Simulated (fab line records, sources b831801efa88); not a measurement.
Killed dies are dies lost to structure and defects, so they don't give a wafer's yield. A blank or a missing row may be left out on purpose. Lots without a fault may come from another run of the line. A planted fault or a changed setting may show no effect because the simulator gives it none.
Tool commonality check | flow sky130 | 10 lots, 30 wafers sampled

WHY IT WAS OPENED
At SKY_METAL5_RS_MEAS_05 the reading METAL5_ALCU_RS is flagged on 2 of 10 lots. Wafers without a fault read 0.0269 ohm/sq, standard deviation 0.00034.
Rule: a lot is flagged when every wafer of it that has a number lies more than 4 standard deviations from that mean, or none has a number. The other lots count as sound.

lot  | measured     | on            | METAL5_ALCU_RS (ohm/sq), wafer by wafer | flag
L824 | day 43 04:22 | film_metro-01 | 0.0273 0.0270 0.0272                    |
L826 | day 43 22:20 | film_metro-01 | 0.0265 0.0270 0.0265                    |
L827 | day 44 04:20 | film_metro-02 | 0.0265 0.0268 0.0265                    |
L836 | day 46 18:11 | film_metro-04 | 0.0163 0.0165 0.0163                    | FLAGGED
L837 | day 46 21:36 | film_metro-04 | 0.0165 0.0165 0.0165                    | FLAGGED
L840 | day 47 12:56 | film_metro-02 | 0.0265 0.0269 0.0267                    |
L841 | day 47 15:02 | film_metro-04 | 0.0268 0.0269 0.0273                    |
L843 | day 48 02:13 | film_metro-01 | 0.0271 0.0278 0.0275                    |
L844 | day 48 04:37 | film_metro-04 | 0.0271 0.0273 0.0273                    |
L845 | day 48 12:16 | film_metro-02 | 0.0276 0.0270 0.0267                    |
The numbers of the flagged lots are 0.0164 ohm/sq on average: -0.0105 ohm/sq against the usual, or -31 standard deviations.

WHICH TOOL RAN EACH LOT
The record holds 2 process steps before the reading, out of a route of 708 steps. In each cell: the tool, then ch and the chambers that the sampled wafers went through, then the start.
lot  | flag    | SKY_METAL5_SPUTTER_01        | SKY_METAL5_SPUTTER_02
L824 |         | pvd_sputter-03, day 43 04:11 | pvd_sputter-03, day 43 04:13
L826 |         | pvd_sputter-02, day 43 22:10 | pvd_sputter-02, day 43 22:12
L827 |         | pvd_sputter-03, day 44 04:10 | pvd_sputter-03, day 44 04:11
L836 | FLAGGED | pvd_sputter-03, day 46 18:02 | pvd_sputter-03, day 46 18:04
L837 | FLAGGED | pvd_sputter-03, day 46 21:28 | pvd_sputter-03, day 46 21:29
L840 |         | pvd_sputter-04, day 47 12:47 | pvd_sputter-04, day 47 12:49
L841 |         | pvd_sputter-02, day 47 14:50 | pvd_sputter-02, day 47 14:52
L843 |         | pvd_sputter-04, day 48 02:04 | pvd_sputter-04, day 48 02:06
L844 |         | pvd_sputter-02, day 48 04:28 | pvd_sputter-02, day 48 04:29
L845 |         | pvd_sputter-04, day 48 12:07 | pvd_sputter-04, day 48 12:08
What these steps do:
- SKY_METAL5_SPUTTER_01: material TiN, target thk 20 nm, time 16.7 s.
- SKY_METAL5_SPUTTER_02: material AlCu, target thk 1150 nm, time 61.2 s.
- SKY_METAL5_RS_MEAS_05: measures by four-point-probe.

FLAGGED OVER TOTAL, TOOL BY TOOL (the gauges that took the reading come last)
step                  | tool           | lots run | flagged | share of the flagged lots | sound lots run after its first flagged lot
SKY_METAL5_SPUTTER_01 | pvd_sputter-02 | 3        | 0       | none                      | -
SKY_METAL5_SPUTTER_01 | pvd_sputter-03 | 4        | 2       | all                       | 0
SKY_METAL5_SPUTTER_01 | pvd_sputter-04 | 3        | 0       | none                      | -
SKY_METAL5_SPUTTER_02 | pvd_sputter-02 | 3        | 0       | none                      | -
SKY_METAL5_SPUTTER_02 | pvd_sputter-03 | 4        | 2       | all                       | 0
SKY_METAL5_SPUTTER_02 | pvd_sputter-04 | 3        | 0       | none                      | -
SKY_METAL5_RS_MEAS_05 | film_metro-01  | 3        | 0       | none                      | -
SKY_METAL5_RS_MEAS_05 | film_metro-02  | 3        | 0       | none                      | -
SKY_METAL5_RS_MEAS_05 | film_metro-04  | 4        | 2       | all                       | 2 (L841,L844)

WHAT THE TABLE ALLOWS
3 rows of the table ran every flagged lot: pvd_sputter-03 at SKY_METAL5_SPUTTER_01, pvd_sputter-03 at SKY_METAL5_SPUTTER_02, film_metro-04 at SKY_METAL5_RS_MEAS_05.
- pvd_sputter-03 at SKY_METAL5_SPUTTER_01: 2 of its 4 lots flagged. Its last sound lot is L827 (day 44 04:10), its first flagged lot L836 (day 46 18:02): a fault that began between those two fits.
- pvd_sputter-03 at SKY_METAL5_SPUTTER_02: 2 of its 4 lots flagged. Its last sound lot is L827 (day 44 04:11), its first flagged lot L836 (day 46 18:04): a fault that began between those two fits.
- film_metro-04 at SKY_METAL5_RS_MEAS_05: 2 of its 4 lots flagged. Sound lots ran on it after the first flagged one (L841, L844), which a lasting fault on the whole tool wouldn't allow.
One tool is left: pvd_sputter-03 at SKY_METAL5_SPUTTER_01 and SKY_METAL5_SPUTTER_02.

WHAT THE SIMULATOR HAD PUT IN
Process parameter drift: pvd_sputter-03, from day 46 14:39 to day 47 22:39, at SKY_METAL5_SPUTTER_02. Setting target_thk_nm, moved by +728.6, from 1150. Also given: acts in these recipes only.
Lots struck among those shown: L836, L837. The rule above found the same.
